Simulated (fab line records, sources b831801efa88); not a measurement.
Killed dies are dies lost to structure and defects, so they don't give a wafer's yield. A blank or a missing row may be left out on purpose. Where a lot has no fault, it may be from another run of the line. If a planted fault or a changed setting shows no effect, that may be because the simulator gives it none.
fab line records | flow sky130
[record] lots = 6 | wafers = 16 | last_day = 48
route steps=708 shown RES_XHIGH@334 SD_N@342
lots that met no fault: taken from a fault-free run of the same line
start_h: hours from the record's opening day to when the first of the lot's shown wafers began | wait_h: hours from the lot's prior step to this one | " same as the row above | L1.1+2: a single row standing in for several wafers | - no value, or no start was given | * or withheld: withheld | < > ~ a bound
route shown NAME@n: names a module that has steps shown in the file, with the first one's number in the route | usual: the fault-free wafers' mean and standard deviation | same: alike in all rows | chamber/n: place in a boat | sites: the reading at each site | _std_site: how widely they spread, as a standard deviation | _edge_site: the outer-site mean with the inner-site mean subtracted | radius_mm: how far each site lies from the wafer's centre | mask NAME#n: copy n | behind: the last tool/chamber to shape the wafer | hold: why the lot was held/for how many hours/how that ended | device: the transistor (n, p or np) that didn't switch | end of line: tests run on the same wafers once the route is complete | where a step has no rows: the recipe by itself | killed: count of dies lost to structure and defects at first sort (not the wafer's yield) | map: per-die view of a wafer (x killed, . not killed, _ where there is no die)
set.NAME: the setting as run; set.NAME@STEP: as run at that earlier step | model.NAME: the simulator's own value behind a step, which no gauge read
lots at some steps of the route; a table a step, a row a wafer
services: from which hour (start_h, from the record's first day; less than 0 if before it) a tool's chamber was out of use, for how many hours, and why
[[steps]]
[step SKY_RES_XHIGH_COAT_02]
[recipe] resist = NOVOLAK | spin_rpm = 3000 | resist_thk_nm = 1140
[step SKY_RES_XHIGH_SOFTBAKE_03]
[recipe] temp_c = 90 | time_s = 60 | resist = NOVOLAK
[step SKY_RES_XHIGH_EXPOSE_04]
[recipe] mask_id = URPM | na = 0.6 | source_shape = conventional | sigma_outer = 0.6 | polarization = unpolarized | target_cd_nm = 1270 | dose_mj = 140
[step SKY_RES_XHIGH_PEB_05]
[recipe] temp_c = withheld | time_s = * | resist = NOVOLAK
[step SKY_RES_XHIGH_DEVELOP_06]
[recipe] resist = NOVOLAK | developer = TMAH | develop_time_s = 60 | dev_temp_c = 23
[step SKY_RES_XHIGH_IMPLANT_07]
[recipe] species = BF2 | energy_kev = 20 | dose_cm2 = 3.6e+14 | tilt_deg = 0
[step SKY_RES_XHIGH_STRIP_08]
[recipe] chemistry = O2/N2 | power_w = 1400 | pressure_mtorr = 1500 | platen_temp_c = withheld | o2_flow_sccm = 3000 | n2_flow_sccm = 300 | overash_fraction = 0.5
[usual] drypump_motor_current_A = 5.9/0.48 | oes_product_au = 0.711/0.0043 | strip_time_to_endpoint_s = 14.27/0.045
lot.wafer | tool            | chamber | start_h | wait_h | drypump_motor_current_A | oes_product_au | rf_hours_counter_h | strip_time_to_endpoint_s
L146.2    | plasma_asher-01 | 1       | 613.86  | 0.1    | 6.0                     | 0.715          | 94                 | 14.27
L146.3    | "               | 1       | "       | "      | 6.0                     | 0.715          | -                  | 14.26
L146.6    | "               | 1       | "       | "      | 6.0                     | 0.711          | -                  | 14.29
L151.1    | plasma_asher-01 | 1       | 658.56  | 0.1    | 6.0                     | 0.714          | 98                 | 14.34
L151.2    | "               | 0       | "       | "      | 5.6                     | 0.702          | 98                 | 14.37
L151.3    | "               | 0       | "       | "      | 5.6                     | 0.708          | -                  | 14.37
L152.4    | plasma_asher-03 | 0       | 668.19  | 0.1    | 5.5                     | 0.703          | -                  | 14.28
L152.5    | "               | 1       | "       | "      | 6.6                     | 0.707          | -                  | 14.31
L154.1    | plasma_asher-01 | 1       | 690.86  | 0.1    | 6.0                     | 0.712          | 101                | 14.23
L154.5    | "               | 0       | "       | "      | 5.6                     | 0.717          | -                  | 14.23
L161.1    | plasma_asher-03 | 1       | 740.14  | 0.1    | 6.6                     | 0.719          | 59                 | 14.27
L161.3    | "               | 1       | "       | "      | 6.6                     | 0.713          | -                  | 14.22
L161.4    | "               | 0       | "       | "      | 5.4                     | 0.711          | -                  | 14.25
L162.1    | plasma_asher-04 | 1       | 750.37  | 0.1    | 5.8                     | 0.716          | 94                 | 14.23
L162.4    | "               | 0       | "       | "      | 5.4                     | 0.707          | -                  | 14.31
L162.6    | "               | 0       | "       | "      | 5.3                     | 0.711          | -                  | 14.29
[step SKY_RES_XHIGH_TW_MEAS_09]
[usual] RES_XHIGH_TW = 1657/16
lot.wafer | tool          | chamber | start_h | wait_h | RES_XHIGH_TW
L146.2    | film_metro-04 | -       | 613.97  | 0.1    | 1661
L146.3    | "             | -       | "       | "      | 1667
L146.6    | "             | -       | "       | "      | 1658
L151.1    | film_metro-04 | -       | 658.66  | 0.1    | 1671
L151.2    | "             | -       | "       | "      | 1670
L151.3    | "             | -       | "       | "      | 1674
L152.4    | film_metro-02 | -       | 668.29  | 0.1    | 1650
L152.5    | "             | -       | "       | "      | 1656
L154.1    | film_metro-01 | -       | 690.96  | 0.1    | 1651
L154.5    | "             | -       | "       | "      | 1642
L161.1    | film_metro-04 | -       | 740.24  | 0.1    | 1676
L161.3    | "             | -       | "       | "      | 1680
L161.4    | "             | -       | "       | "      | 1676
L162.1    | film_metro-04 | -       | 750.47  | 0.1    | 1672
L162.4    | "             | -       | "       | "      | 1666
L162.6    | "             | -       | "       | "      | 1664
[step SKY_SD_N_DEHYDRATE_00]
[recipe] temp_c = 200 | time_s = 60
[step SKY_SD_N_HMDS_01]
[recipe] prime_time_s = 60 | prime_temp_c = 120
[step SKY_SD_N_COAT_02]
[recipe] resist = NOVOLAK | spin_rpm = 3000 | resist_thk_nm = 1140
[step SKY_SD_N_SOFTBAKE_03]
[recipe] temp_c = 90 | time_s = 60 | resist = NOVOLAK
[step SKY_SD_N_EXPOSE_04]
[recipe] mask_id = NSDM | na = 0.6 | source_shape = conventional | sigma_outer = 0.6 | polarization = unpolarized | target_cd_nm = 380 | dose_mj = 141
[usual] focus_offset_nm = -0.1/0.52 | reticle_temp_C = 22.99/0.11
lot.wafer | tool             | chamber | start_h | wait_h | mask   | focus_offset_nm | reticle_temp_C
L146.2    | iline_stepper-01 | 0       | 628.71  | -      | NSDM#0 | 0.3             | 22.93
L146.3    | "                | 0       | "       | "      | NSDM#0 | 0.2             | 22.96
L146.6    | "                | 0       | "       | "      | NSDM#0 | 0.2             | 23.03
L151.1    | iline_stepper-02 | 0       | 673.44  | -      | NSDM#0 | 0.4             | 23.14
L151.2    | "                | 0       | "       | "      | NSDM#0 | 0.2             | 23.10
L151.3    | "                | 0       | "       | "      | NSDM#0 | 0.3             | 23.19
L152.4    | iline_stepper-02 | 0       | 681.58  | -      | NSDM#0 | -0.1            | 22.93
L152.5    | "                | 0       | "       | "      | NSDM#0 | 0.0             | 22.89
L154.1    | iline_stepper-02 | 0       | 705.18  | -      | NSDM#0 | 0.5             | 23.01
L154.5    | "                | 0       | "       | "      | NSDM#0 | 0.0             | 23.16
L161.1    | iline_stepper-02 | 0       | 753.80  | -      | NSDM#0 | 0.0             | 23.15
L161.3    | "                | 0       | "       | "      | NSDM#0 | -0.6            | 23.18
L161.4    | "                | 0       | "       | "      | NSDM#0 | -0.3            | 23.12
L162.1    | iline_stepper-02 | 0       | 764.23  | -      | NSDM#0 | 0.4             | 22.95
L162.4    | "                | 0       | "       | "      | NSDM#0 | -0.5            | 22.71
L162.6    | "                | 0       | "       | "      | NSDM#0 | -1.4            | 22.91
[step SKY_SD_N_PEB_05]
[recipe] temp_c = withheld | time_s = * | resist = NOVOLAK
[step SKY_SD_N_DEVELOP_06]
[recipe] resist = NOVOLAK | developer = TMAH | develop_time_s = 60 | dev_temp_c = 23
[step SKY_SD_N_CD_MEAS_07]
[recipe] target_cd_nm = 380
[usual] cd_nm = 380.5/3
lot.wafer | tool      | chamber | start_h | wait_h | cd_nm
L146.2    | cd_sem-01 | -       | 643.18  | 0.1    | 377.7
L146.3    | "         | -       | "       | "      | 377.3
L146.6    | "         | -       | "       | "      | 377.2
L151.1    | cd_sem-01 | -       | 686.57  | 0.1    | 383.1
L151.2    | "         | -       | "       | "      | 380.4
L151.3    | "         | -       | "       | "      | 382.2
L152.4    | cd_sem-01 | -       | 695.82  | 0.1    | 360.4
L152.5    | "         | -       | "       | "      | 378.5
L154.1    | cd_sem-02 | -       | 718.58  | 0.1    | 361.9
L154.5    | "         | -       | "       | "      | 376.7
L161.1    | cd_sem-02 | -       | 766.46  | 0.1    | 382.5
L161.3    | "         | -       | "       | "      | 382.7
L161.4    | "         | -       | "       | "      | 382.9
L162.1    | cd_sem-01 | -       | 777.07  | 0.1    | 384.0
L162.4    | "         | -       | "       | "      | 384.7
L162.6    | "         | -       | "       | "      | 385.4
[step SKY_SD_N_OVL_MEAS_08]
[usual] SD_N_OVL = -1.8/1.7
lot.wafer | tool       | chamber | start_h | wait_h | SD_N_OVL[nm]
L146.2    | overlay-02 | -       | 643.29  | 0.1    | 0.1
L146.3    | "          | -       | "       | "      | -1.1
L146.6    | "          | -       | "       | "      | 1.4
L151.1    | overlay-01 | -       | 686.69  | 0.1    | -1.0
L151.2    | "          | -       | "       | "      | -2.9
L151.3    | "          | -       | "       | "      | -3.1
L152.4    | overlay-01 | -       | 695.90  | 0.1    | -2.3
L152.5    | "          | -       | "       | "      | -4.3
L154.1    | overlay-01 | -       | 718.70  | 0.1    | -3.7
L154.5    | "          | -       | "       | "      | -3.4
L161.1    | overlay-02 | -       | 766.58  | 0.1    | -1.3
L161.3    | "          | -       | "       | "      | 0.1
L161.4    | "          | -       | "       | "      | -2.3
L162.1    | overlay-02 | -       | 777.19  | 0.1    | -3.6
L162.4    | "          | -       | "       | "      | -1.9
L162.6    | "          | -       | "       | "      | -2.6
[[services]]
tool             | chamber | start_h | hours | kind
iline_stepper-02 | -       | 591.78  | 4.2   | repair
plasma_asher-01  | -       | 614.39  | 1.8   | repair
plasma_asher-01  | -       | 623.51  | 2.8   | pm
iline_stepper-01 | -       | 638.81  | 2.1   | pm
iline_stepper-01 | -       | 640.89  | -     | consumable_replace:lamp
plasma_asher-03  | -       | 652.74  | 2.7   | repair
iline_stepper-01 | -       | 678.12  | 8.0   | repair
plasma_asher-01  | -       | 697.48  | 1.6   | repair
plasma_asher-03  | -       | 701.12  | 5.1   | repair
plasma_asher-04  | -       | 709.80  | 4.5   | repair
iline_stepper-01 | -       | 713.48  | 1.7   | pm
plasma_asher-04  | -       | 714.29  | 2.8   | pm
iline_stepper-02 | -       | 725.22  | 3.6   | repair
plasma_asher-01  | -       | 733.75  | 9.0   | pm
plasma_asher-01  | 0       | 733.75  | 9.0   | vent_cycle
plasma_asher-01  | 1       | 733.75  | 9.0   | vent_cycle
plasma_asher-01  | 0       | 742.75  | -     | clean
plasma_asher-01  | 1       | 742.75  | -     | clean
[[key]]
[first_sign] step = SKY_SD_N_CD_MEAS_07 | reading = cd_nm | direction = down | sigmas = 6.6 | usual = 380.5 | struck = 361.1
effect none on later readings
met_at SKY_SD_N_EXPOSE_04
struck_wafers L152.4,L154.1
tester_left_out L152,L154
onset_between 673.44 681.58
[fault] kind = process_parameter_drift | tool = iline_stepper-02 | chamber = - | onset_h = 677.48 | steps = SKY_SD_N_EXPOSE_04 | channel = focus_nm | offset = 899.91 | shape = step | end_h = 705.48 | scope = struck_wafers_only
// tester_left_out: of these lots the tester's yield and bins aren't shown, on N5 and GAA mostly nor the transistor test; their killed dies are dies lost to structure and defects alone, not to doping, threshold or leakage, so they don't give the yield
